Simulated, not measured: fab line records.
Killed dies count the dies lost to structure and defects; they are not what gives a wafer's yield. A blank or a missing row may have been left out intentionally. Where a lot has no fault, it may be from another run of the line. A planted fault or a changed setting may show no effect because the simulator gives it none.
Chamber matching -- flow sky130 -- SKY_VIA2_HDPCVD_00 on hdpcvd-01 has 3 sister chambers
The step deposits SiO2, target thk 1180 nm, time 196.7 s. 3 wafers are shown with their chamber, then 7 later ones without.

## WAFERS WITH THEIR CHAMBER
wafer,chamber,pressureMtorr (mTorr)
L193.2,1,5.984
L196.2,2,6.006
L196.3,0,5.986

## WAFERS WITHOUT THEIR CHAMBER
wafer,pressureMtorr (mTorr)
L196.4,6.003
L199.3,6.006
L199.4,6.002
L199.6,6.019
L200.1,6.009
L200.4,6.001
L200.5,6.003

## THE CHAMBER EACH PASSED THROUGH
wafer,from the rows above,in truth
L196.4,2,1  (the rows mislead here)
L199.3,2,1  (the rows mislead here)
L199.4,2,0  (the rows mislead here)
L199.6,2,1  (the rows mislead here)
L200.1,2,2
L200.4,can't be placed: 2 or 0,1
L200.5,2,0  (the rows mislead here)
Placed correctly: 1 of 7. Cannot be placed on the basis of these rows: 1; the candidates contain the true chamber in 0. Wrongly placed: 5.
How it was worked out, from the rows above alone: a wafer's distance from a chamber is the root of the sum, over the readings, of the square of ((its reading less the chamber's mean) divided by the reading's scatter). If the next closest chamber is less than 2 further off than the closest, the wafer can't be placed; otherwise it belongs to the closest. A chamber's mean is the mean of its shown wafers. The scatter (one wafer shown for each chamber): square how far every hidden wafer sits from the nearest shown wafer, average those squares and take the square root.
